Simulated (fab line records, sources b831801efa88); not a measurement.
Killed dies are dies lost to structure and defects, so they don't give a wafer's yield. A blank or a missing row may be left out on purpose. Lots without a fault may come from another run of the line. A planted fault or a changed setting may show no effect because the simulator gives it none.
fab line records | flow sky130
record lots=14 wafers=42 last_day=50
route steps=708 shown METAL1@436 VIA1@472
lots that met no fault: from a run of the same line without faults
start_h: hours from the record's first day to the start of the lot's first wafer shown | wait_h: hours since the lot's step before | " the same as in the row above | L1.1+2: a row that stands for several wafers | - no value, or no start given | * or withheld: withheld | < > ~ a bound
route shown NAME@n: a module of which the file shows steps, and the number in the route of the first | usual: mean/standard deviation of fault-free wafers | same: alike in all rows | chamber/n: place in a boat | sites: the reading at each site | _std_site: their standard deviation | _edge_site: outer sites' mean less inner sites' | radius_mm: how far each site lies from the wafer's centre | mask NAME#n: copy n | behind: the tool/chamber that last shaped the wafer | hold: why the lot was held/for how many hours/how that ended | device: the transistor (n, p or np) that didn't switch | end of line: the same wafers' tests at the end of the route | a step without rows: its recipe alone | killed: dies lost to structure and defects at the first sort, not the wafer's yield | map: a wafer's dies, x killed, . not, _ none there
set.NAME: the setting as run; set.NAME@STEP: as run at that earlier step | model.NAME: the simulator's own value behind a step, which no gauge read
steps of the route over a sample of lots; a table a step, a row a wafer
services: from which hour (start_h, from the record's first day; less than 0 if before it) a tool's chamber was out of use, for how many hours, and why
## steps
# step SKY_METAL1_SPUTTER_02
# recipe material=AlCu target_thk_nm=250 power_w=10600 time_s=13.3 chamber_pressure_pa=0.4
# usual throttle_valve_pct=29.7/1.2
# columns lot.wafer tool chamber start_h wait_h throttle_valve_pct
L237.1 pvd_sputter-03 - 742.37 0.0 32.6
L237.5 " - " " 32.5
L237.6 " - " " 28.3
L239.2 pvd_sputter-01 - 749.04 0.0 31.3
L239.3 " - " " 28.9
L239.4 " - " " 28.6
L238.4 pvd_sputter-03 - 749.82 0.0 32.4
L238.5 " - " " 29.8
L238.6 " - " " 30.7
L240.3 pvd_sputter-01 - 755.68 0.0 28.5
L240.5 " - " " 29.1
L240.6 " - " " 28.6
L242.3 pvd_sputter-01 - 775.03 0.0 28.5
L242.4 " - " " 31.1
L242.5 " - " " 28.4
L243.1 pvd_sputter-01 - 779.28 0.0 29.0
L243.3 " - " " 28.6
L243.5 " - " " 28.2
L248.1 pvd_sputter-01 - 819.95 0.0 28.3
L248.5 " - " " 28.4
L248.6 " - " " 28.4
L249.1 pvd_sputter-02 - 831.30 0.0 30.1
L249.3 " - " " 31.2
L249.4 " - " " 30.0
L251.1 pvd_sputter-01 - 846.77 0.0 28.3
L251.3 " - " " 28.5
L251.4 " - " " 29.2
L253.2 pvd_sputter-03 - 872.43 0.0 29.8
L253.3 " - " " 31.2
L253.5 " - " " 31.3
L254.1 pvd_sputter-01 - 894.70 0.0 29.0
L254.3 " - " " 31.4
L254.5 " - " " 28.6
L256.1 pvd_sputter-01 - 895.85 0.0 28.5
L256.3 " - " " 31.3
L256.5 " - " " 31.2
L259.3 pvd_sputter-02 - 901.48 0.0 29.8
L259.4 " - " " 31.3
L259.5 " - " " 29.7
L260.1 pvd_sputter-01 - 907.22 0.0 29.0
L260.4 " - " " 31.1
L260.5 " - " " 28.2
# step SKY_METAL1_METAL_ETCH_19
# recipe target_depth_a=3600 stop_on=SiO2 over_etch_frac=0.3 time_s=78 chemistry=Cl2/BCl3 resist_sidewall_deg=88 pressure_mtorr=10 icp_w=900 bias_w=48.5 Cl2_flow_sccm=60 bcl3_flow_sccm=30
# usual chamber_pressure_mTorr=10.000/0.0093 drypump_motor_current_A=5.6/0.4 oes_product_au=0.856/0.0066 run_length_s=106.2/0.38 throttle_valve_pct=22.263/0.0095
# columns lot.wafer tool chamber start_h wait_h chamber_pressure_mTorr drypump_motor_current_A oes_product_au rf_hours_counter_h run_length_s throttle_valve_pct
L237.1 rie_metal-04 0 769.16 0.0 10.001 5.9 0.855 14 106.1 22.256
L237.5 " 0 " " 10.005 5.9 0.859 - 106.3 22.269
L237.6 " 1 " " 9.994 6.0 0.852 - 106.5 22.268
L239.2 rie_metal-03 1 776.19 0.0 9.988 4.7 0.849 2 106.4 22.276
L239.3 " 0 " " 9.992 5.6 0.862 - 106.6 22.267
L239.4 " 1 " " 9.993 4.7 0.846 - 106.7 22.264
L238.4 rie_metal-04 0 777.37 0.1 10.009 5.9 0.855 - 106.7 22.260
L238.5 " 1 " " 10.018 6.0 0.845 - 106.5 22.275
L238.6 " 0 " " 9.995 5.9 0.855 - 105.9 22.264
L240.3 rie_metal-04 1 782.42 0.1 9.994 6.0 0.853 - 106.6 22.253
L240.5 " 1 " " 10.010 6.0 0.855 - 106.3 22.255
L240.6 " 0 " " 9.998 5.9 0.851 - 105.9 22.267
L242.3 rie_metal-01 0 801.67 0.1 9.988 5.9 0.863 - 106.5 22.258
L242.4 " 1 " " 9.997 5.3 0.855 - 105.9 22.260
L242.5 " 1 " " 9.988 5.3 0.864 - 106.1 22.257
L243.1 rie_metal-01 0 806.34 0.0 10.001 6.0 0.861 6 106.0 22.235
L243.3 " 1 " " 9.992 5.2 0.859 - 105.7 22.262
L243.5 " 1 " " 10.022 5.3 0.858 - 105.6 22.260
L248.1 rie_metal-04 0 846.53 0.0 10.003 5.9 0.858 17 106.0 22.277
L248.5 " 0 " " 9.990 5.9 0.857 - 106.0 22.284
L248.6 " 1 " " 10.000 6.0 0.859 - 106.5 22.254
L249.1 rie_metal-01 1 858.46 0.0 9.997 5.3 0.868 7 105.6 22.261
L249.3 " 0 " " 9.995 5.9 0.858 - 105.9 22.263
L249.4 " 1 " " 9.999 5.3 0.867 - 105.5 22.275
L251.1 rie_metal-03 1 872.46 0.0 10.017 4.7 0.855 4 106.4 22.260
L251.3 " 1 " " 9.982 4.7 0.867 - 106.8 22.260
L251.4 " 0 " " 9.987 5.6 0.863 - 106.7 22.263
L253.2 rie_metal-04 0 898.41 0.1 10.002 5.9 0.846 - 106.3 22.252
L253.3 " 0 " " 10.015 5.9 0.854 - 106.8 22.276
L253.5 " 0 " " 10.007 5.9 0.853 - 106.2 22.250
L254.1 rie_metal-01 0 920.36 0.0 10.001 5.9 0.859 11 105.7 22.250
L254.3 " 0 " " 9.989 5.9 0.856 - 106.0 22.249
L254.5 " 0 " " 10.011 5.9 0.852 - 106.0 22.277
L256.1 rie_metal-04 1 922.13 0.1 9.992 6.0 0.855 11 106.4 22.267
L256.3 " 1 " " 9.997 5.9 0.855 - 107.1 22.248
L256.5 " 1 " " 9.997 6.0 0.858 - 106.5 22.261
L259.3 rie_metal-01 0 926.52 0.1 9.993 5.9 0.866 - 105.7 22.259
L259.4 " 1 " " 9.995 5.3 0.854 - 105.6 22.276
L259.5 " 1 " " 9.994 5.3 0.859 - 106.1 22.260
L260.1 rie_metal-01 1 932.24 0.0 10.003 5.3 0.870 10 106.0 22.267
L260.4 " 0 " " 10.004 5.9 0.861 - 106.1 22.267
L260.5 " 0 " " 10.008 5.9 0.861 - 105.7 22.272
# step SKY_METAL1_STRIP_20
# recipe chemistry=O2/N2 power_w=1400 pressure_mtorr=1500 platen_temp_c=withheld o2_flow_sccm=3000 n2_flow_sccm=300 overash_fraction=0.5
# usual chamber_pressure_mTorr=1499.9/1.3 drypump_motor_current_A=5.8/0.37 oes_product_au=0.343/0.0059 strip_time_to_endpoint_s=2.70/0.061
# columns lot.wafer tool chamber start_h wait_h chamber_pressure_mTorr drypump_motor_current_A oes_product_au rf_hours_counter_h strip_time_to_endpoint_s
L237.1 plasma_asher-03 1 769.25 0.1 1500.1 5.3 0.342 61 2.71
L237.5 " 0 " " 1499.5 6.2 0.340 - 2.67
L237.6 " 1 " " 1497.6 5.3 0.342 - 2.65
L239.2 plasma_asher-04 1 776.28 0.1 1502.3 5.4 0.349 35 2.71
L239.3 " 0 " " 1500.7 6.0 0.329 - 2.62
L239.4 " 1 " " 1499.0 5.4 0.350 - 2.65
L238.4 plasma_asher-02 0 777.47 0.1 1498.5 6.2 0.343 - 2.72
L238.5 " 1 " " 1502.0 5.6 0.338 - 2.65
L238.6 " 0 " " 1500.6 6.2 0.342 - 2.70
L240.3 plasma_asher-04 1 782.51 0.1 1500.7 5.4 0.325 - 2.58
L240.5 " 1 " " 1500.3 5.4 0.341 - 2.62
L240.6 " 0 " " 1499.7 6.0 0.342 - 2.67
L242.3 plasma_asher-02 0 801.76 0.1 1497.6 6.2 0.350 - 2.72
L242.4 " 1 " " 1499.6 5.6 0.350 - 2.74
L242.5 " 1 " " 1498.5 5.6 0.355 - 2.75
L243.1 plasma_asher-02 1 806.43 0.1 1499.7 5.6 0.340 101 2.73
L243.3 " 0 " " 1499.9 6.2 0.346 - 2.76
L243.5 " 0 " " 1497.8 6.2 0.335 - 2.76
L248.1 plasma_asher-04 0 846.62 0.1 1500.7 6.0 0.347 42 2.68
L248.5 " 0 " " 1499.8 6.0 0.342 - 2.69
L248.6 " 1 " " 1499.3 5.4 0.341 - 2.68
L249.1 plasma_asher-03 0 858.55 0.1 1501.8 6.2 0.347 70 2.80
L249.3 " 0 " " 1497.8 6.2 0.350 - 2.77
L249.4 " 1 " " 1501.9 5.3 0.344 - 2.78
L251.1 plasma_asher-04 1 872.55 0.1 1499.1 5.4 0.334 45 2.68
L251.3 " 0 " " 1500.1 6.0 0.345 - 2.67
L251.4 " 1 " " 1501.9 5.3 0.342 - 2.63
L253.2 plasma_asher-03 0 898.56 0.1 1499.1 6.2 0.340 74 2.63
L253.3 " 0 " " 1498.4 6.2 0.340 - 2.64
L253.5 " 0 " " 1502.7 6.2 0.342 - 2.66
L254.1 plasma_asher-02 0 920.45 0.1 1500.8 6.2 0.344 112 2.68
L254.3 " 0 " " 1498.5 6.2 0.344 - 2.67
L254.5 " 0 " " 1501.1 6.2 0.335 - 2.68
L256.1 plasma_asher-02 0 922.31 0.1 1499.5 6.2 0.333 112 2.64
L256.3 " 0 " " 1501.1 6.2 0.336 - 2.64
L256.5 " 1 " " 1499.8 5.6 0.328 - 2.63
L259.3 plasma_asher-03 1 926.61 0.1 1500.1 5.4 0.334 - 2.74
L259.4 " 0 " " 1501.6 6.2 0.356 - 2.83
L259.5 " 0 " " 1499.2 6.2 0.356 - 2.83
L260.1 plasma_asher-03 1 932.33 0.1 1499.4 5.4 0.346 77 2.81
L260.4 " 1 " " 1499.5 5.3 0.343 - 2.71
L260.5 " 1 " " 1498.2 5.4 0.348 - 2.74
# step SKY_VIA1_ETCH_14
# recipe chemistry=N2/H2 target=BARC ion_energy_ev=200 source_w=500 bias_w=100 pressure_mtorr=30 n2_flow_sccm=100 h2_flow_sccm=200 stop_on=SiO2 time_s=45.9 target_depth_a=600
# usual chamber_pressure_mTorr=29.997/0.028 drypump_motor_current_A=5.7/0.44 oes_product_au=0.855/0.0053 run_length_s=74.1/0.4 throttle_valve_pct=13.226/0.0085
# columns lot.wafer tool chamber start_h wait_h chamber_pressure_mTorr drypump_motor_current_A oes_product_au rf_hours_counter_h run_length_s throttle_valve_pct
L237.1 rie_diel-01 3 796.21 0.0 29.999 6.2 0.850 9 74.2 13.230
L237.5 " 2 " " 30.009 6.0 0.857 - 75.2 13.239
L237.6 " 1 " " 30.010 5.8 0.848 - 74.2 13.214
L239.2 rie_diel-04 3 803.99 0.0 30.025 5.6 0.860 8 74.1 13.218
L239.3 " 0 " " 30.058 5.3 0.855 14 74.0 13.238
L239.4 " 1 " " 29.967 5.5 0.845 15 74.1 13.238
L238.4 rie_diel-03 3 804.36 0.0 29.959 6.1 0.853 - 73.8 13.231
L238.5 " 1 " " 29.979 4.9 0.851 - 74.3 13.212
L238.6 " 0 " " 29.999 6.6 0.857 - 74.4 13.234
L240.3 rie_diel-04 1 809.71 0.0 30.007 5.5 0.864 15 74.0 13.227
L240.5 " 0 " " 30.005 5.3 0.847 - 74.0 13.217
L240.6 " 3 " " 29.981 5.6 0.851 - 73.7 13.220
L242.3 rie_diel-03 1 829.72 0.0 30.035 4.9 0.854 14 74.0 13.216
L242.4 " 0 " " 30.022 6.5 0.859 25 73.9 13.222
L242.5 " 2 " " 30.010 5.7 0.858 - 74.4 13.225
L243.1 rie_diel-01 3 834.63 0.0 29.973 6.2 0.851 10 74.2 13.231
L243.3 " 2 " " 29.982 6.0 0.851 7 75.0 13.241
L243.5 " 1 " " 29.961 5.8 0.851 - 73.7 13.210
L248.1 rie_diel-04 2 873.92 0.0 29.968 5.2 0.858 6 74.4 13.219
L248.5 " 0 " " 30.013 5.3 0.849 - 74.0 13.233
L248.6 " 1 " " 29.999 5.5 0.854 - 73.9 13.231
L249.1 rie_diel-03 1 885.02 0.0 30.002 4.9 0.851 15 74.2 13.230
L249.3 " 0 " " 30.030 6.5 0.852 0 74.6 13.219
L249.4 " 3 " " 30.051 6.1 0.854 22 74.0 13.236
L251.1 rie_diel-01 1 898.68 0.0 29.975 5.8 0.850 17 74.1 13.215
L251.3 " 3 " " 29.973 6.3 0.859 12 74.2 13.233
L251.4 " 0 " " 29.980 5.5 0.850 3 73.9 13.233
L253.2 rie_diel-03 3 925.39 0.0 29.928 6.1 0.851 23 73.8 13.216
L253.3 " 0 " " 30.026 6.5 0.854 1 73.9 13.218
L253.5 " 0 " " 30.005 6.5 0.854 - 74.3 13.220
L254.1 rie_diel-01 1 946.38 0.0 30.013 5.7 0.857 19 73.6 13.235
L254.3 " 3 " " 30.023 6.2 0.862 13 74.7 13.236
L254.5 " 3 " " 29.993 6.2 0.860 - 74.3 13.215
L256.1 rie_diel-01 1 948.63 0.0 29.976 5.8 0.860 19 73.6 13.239
L256.3 " 2 " " 30.001 6.0 0.856 10 75.5 13.237
L256.5 " 0 " " 29.948 5.4 1.015 - 47.3 13.251
L259.3 rie_diel-01 0 953.13 0.0 29.970 5.5 1.015 5 48.0 13.243
L259.4 " 1 " " 29.975 5.7 0.865 19 74.0 13.228
L259.5 " 1 " " 30.002 5.7 0.863 - 73.7 13.235
L260.1 rie_diel-03 2 958.58 0.0 30.029 5.7 0.861 12 74.2 13.239
L260.4 " 1 " " 29.983 4.9 0.852 17 74.5 13.235
L260.5 " 0 " " 30.016 6.5 0.861 - 73.9 13.216
# step SKY_VIA1_ETCH_15
# recipe target=SiO2 chemistry=C4F8/O2/Ar target_depth_nm=351 stop_on=TiN mask_material=KrF-thick source_w=1500 bias_w=1200 pressure_mtorr=40 c4f8_flow_sccm=withheld O2_flow_sccm=6 Ar_flow_sccm=300 time_s=54
# usual chamber_pressure_mTorr=40.00/0.04 oes_product_au=0.980/0.0056 run_length_s=82.2/0.38
# columns lot.wafer tool chamber start_h wait_h chamber_pressure_mTorr oes_product_au rf_hours_counter_h run_length_s
L237.1 rie_diel-01 3 796.26 0.0 40.04 0.985 9 82.2
L237.5 " 2 " " 40.04 0.985 - 82.7
L237.6 " 1 " " 40.03 0.984 - 81.7
L239.2 rie_diel-04 3 804.03 0.0 39.98 0.979 8 81.9
L239.3 " 0 " " 39.99 0.990 14 81.7
L239.4 " 1 " " 39.98 0.980 15 82.1
L238.4 rie_diel-03 3 804.41 0.0 39.97 0.971 - 82.6
L238.5 " 1 " " 39.96 0.985 - 82.1
L238.6 " 0 " " 40.03 0.977 - 82.5
L240.3 rie_diel-04 1 809.76 0.0 40.00 0.979 15 81.9
L240.5 " 0 " " 39.91 0.983 - 82.3
L240.6 " 3 " " 39.98 0.971 - 81.9
L242.3 rie_diel-03 1 829.76 0.0 39.94 0.972 14 81.9
L242.4 " 0 " " 39.99 0.988 25 82.2
L242.5 " 2 " " 40.06 0.982 - 82.6
L243.1 rie_diel-01 3 834.67 0.0 39.98 0.984 10 82.9
L243.3 " 2 " " 40.02 0.972 7 82.7
L243.5 " 1 " " 40.00 0.977 - 81.6
L248.1 rie_diel-04 2 873.96 0.0 39.95 0.985 6 82.5
L248.5 " 0 " " 40.06 0.984 - 82.1
L248.6 " 1 " " 40.01 0.981 - 82.6
L249.1 rie_diel-03 1 885.06 0.0 40.03 0.984 15 82.1
L249.3 " 0 " " 40.04 0.979 0 82.1
L249.4 " 3 " " 39.99 0.984 22 81.9
L251.1 rie_diel-01 1 898.72 0.0 40.05 0.981 17 81.7
L251.3 " 3 " " 40.01 0.976 12 82.6
L251.4 " 0 " " 39.97 0.979 3 82.4
L253.2 rie_diel-03 3 925.43 0.0 39.90 0.978 23 82.4
L253.3 " 0 " " 39.99 0.979 1 82.0
L253.5 " 0 " " 40.00 1.000 - 82.0
L254.1 rie_diel-01 1 946.42 0.0 40.00 0.985 19 82.4
L254.3 " 3 " " 40.01 0.975 13 82.2
L254.5 " 3 " " 39.98 0.979 - 82.7
L256.1 rie_diel-01 1 948.67 0.0 39.96 0.985 19 81.8
L256.3 " 2 " " 40.01 0.976 10 82.7
L256.5 " 0 " " 39.97 0.374 - 82.1
L259.3 rie_diel-01 0 953.17 0.0 39.93 0.370 5 82.3
L259.4 " 1 " " 39.96 0.984 19 82.0
L259.5 " 1 " " 40.06 0.989 - 82.3
L260.1 rie_diel-03 2 958.62 0.0 40.06 0.971 12 82.1
L260.4 " 1 " " 40.00 0.979 17 82.0
L260.5 " 0 " " 39.96 0.974 - 82.4
# step SKY_VIA1_STRIP_16
# recipe chemistry=O2/N2 power_w=1400 pressure_mtorr=1500 platen_temp_c=withheld o2_flow_sccm=3000 n2_flow_sccm=300 overash_fraction=0.5
# usual chamber_pressure_mTorr=1500.1/1.4 drypump_motor_current_A=5.8/0.54 oes_product_au=0.415/0.0044 strip_time_to_endpoint_s=4.462/0.023
# columns lot.wafer tool chamber start_h wait_h chamber_pressure_mTorr drypump_motor_current_A oes_product_au rf_hours_counter_h strip_time_to_endpoint_s
L237.1 plasma_asher-03 0 796.30 0.0 1502.1 6.2 0.414 64 4.437
L237.5 " 0 " " 1500.8 6.2 0.415 - 4.415
L237.6 " 1 " " 1501.6 5.3 0.417 - 4.455
L239.2 plasma_asher-03 1 804.08 0.0 1500.4 5.3 0.418 64 4.479
L239.3 " 0 " " 1500.5 6.2 0.410 - 4.463
L239.4 " 1 " " 1501.4 5.3 0.416 - 4.473
L238.4 plasma_asher-02 0 804.46 0.0 1498.7 6.2 0.409 - 4.468
L238.5 " 1 " " 1503.6 5.6 0.405 - 4.433
L238.6 " 0 " " 1500.0 6.2 0.407 - 4.431
L240.3 plasma_asher-01 1 809.84 0.1 1499.1 4.9 0.414 - 4.482
L240.5 " 1 " " 1499.4 4.9 0.412 - 4.470
L240.6 " 0 " " 1500.7 6.3 0.413 - 4.494
L242.3 plasma_asher-02 1 829.84 0.1 1501.8 5.6 0.415 - 4.428
L242.4 " 0 " " 1497.9 6.2 0.419 - 4.442
L242.5 " 0 " " 1500.8 6.3 0.422 - 4.486
L243.1 plasma_asher-02 0 834.72 0.0 1499.7 6.2 0.415 104 4.446
L243.3 " 0 " " 1500.0 6.2 0.414 - 4.467
L243.5 " 0 " " 1498.9 6.2 0.420 - 4.453
L248.1 plasma_asher-02 1 874.00 0.0 1500.2 5.6 0.411 108 4.460
L248.5 " 0 " " 1500.9 6.3 0.414 - 4.507
L248.6 " 1 " " 1500.1 5.6 0.420 - 4.476
L249.1 plasma_asher-03 1 885.10 0.0 1500.6 5.3 0.414 73 4.419
L249.3 " 0 " " 1497.7 6.3 0.415 - 4.454
L249.4 " 1 " " 1501.6 5.3 0.430 - 4.450
L251.1 plasma_asher-02 0 898.77 0.0 1503.3 6.2 0.415 110 4.468
L251.3 " 1 " " 1500.4 5.6 0.413 - 4.468
L251.4 " 0 " " 1500.7 6.2 0.409 - 4.471
L253.2 plasma_asher-02 1 925.48 0.0 1499.5 5.6 0.427 113 4.457
L253.3 " 1 " " 1501.4 5.6 0.413 - 4.454
L253.5 " 1 " " 1500.1 5.6 0.411 - 4.456
L254.1 plasma_asher-02 0 946.47 0.0 1499.3 6.2 0.415 115 4.453
L254.3 " 1 " " 1500.7 5.6 0.410 - 4.483
L254.5 " 0 " " 1501.2 6.2 0.425 - 4.441
L256.1 plasma_asher-03 1 948.72 0.0 1500.3 5.4 0.411 79 4.434
L256.3 " 1 " " 1497.9 5.4 0.411 - 4.435
L256.5 " 1 " " 1502.7 5.4 0.427 - 4.700
L259.3 plasma_asher-01 1 953.25 0.1 1498.9 4.8 0.425 - 4.730
L259.4 " 0 " " 1501.6 6.3 0.421 - 4.473
L259.5 " 0 " " 1498.0 6.3 0.417 - 4.451
L260.1 plasma_asher-01 1 958.67 0.0 1500.5 4.8 0.410 20 4.488
L260.4 " 0 " " 1499.7 6.3 0.419 - 4.504
L260.5 " 0 " " 1499.8 6.3 0.421 - 4.496
## services
# columns tool chamber start_h hours kind
plasma_asher-01 - 733.75 9.0 pm
plasma_asher-01 - 746.86 4.0 repair
rie_diel-03 - 754.93 0.7 repair
pvd_sputter-03 - 755.24 2.9 repair
rie_diel-01 0 763.20 2.9 repair
rie_diel-04 - 764.06 4.3 repair
rie_diel-01 2 772.56 4.2 repair
plasma_asher-02 - 781.52 1.0 repair
rie_diel-03 2 787.84 34.4 repair
plasma_asher-03 - 790.02 0.8 repair
rie_metal-04 0 790.04 15.7 repair
pvd_sputter-01 - 805.42 8.1 repair
pvd_sputter-01 - 806.62 2.3 repair
plasma_asher-02 - 837.83 1.2 repair
plasma_asher-04 - 837.98 1.5 repair
rie_diel-03 1 852.12 10.9 repair
plasma_asher-02 - 859.40 1.2 repair
rie_metal-01 - 864.23 1.4 pm
rie_diel-04 1 886.10 2.6 repair
rie_metal-04 1 896.64 3.8 repair
rie_diel-04 2 917.64 2.8 repair
rie_diel-03 1 918.68 7.9 repair
rie_diel-03 1 930.28 11.1 repair
pvd_sputter-01 - 950.32 3.3 repair
## key
first_sign step=SKY_VIA1_ETCH_14 reading=run_length_s direction=down sigmas=67 usual=* struck=*
effect step=SKY_VIA1_ETCH_14 reading=oes_product_au direction=up sigmas=31 usual=0.855 struck=1.015
effect step=SKY_VIA1_ETCH_15 reading=oes_product_au direction=down sigmas=99+ usual=0.980 struck=0.372
effect step=SKY_VIA1_STRIP_16 reading=strip_time_to_endpoint_s direction=up sigmas=11 usual=* struck=*
met_at SKY_VIA1_ETCH_14
struck_lots L256,L259
struck_wafers L256.5,L259.3
later_rows_left_out L256.5
sort_left_out L256.5,L259.3
not_acting_at SKY_METAL1_SPUTTER_02,SKY_METAL1_METAL_ETCH_19,SKY_METAL1_STRIP_20
onset_between 898.68 948.63
fault kind=process_parameter_drift tool=rie_diel-01 chamber=0 onset_h=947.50 steps=SKY_VIA1_ETCH_14 channel=time_s offset=* shape=step end_h=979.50 acts_in=* stated=*
# sort_left_out: the simulated sort isn't trusted on such a fault, so these wafers' sort isn't shown, and their yield isn't known
# later_rows_left_out: the simulator's readings of these wafers behind a module that went badly wrong aren't trusted and aren't shown, but for the sort
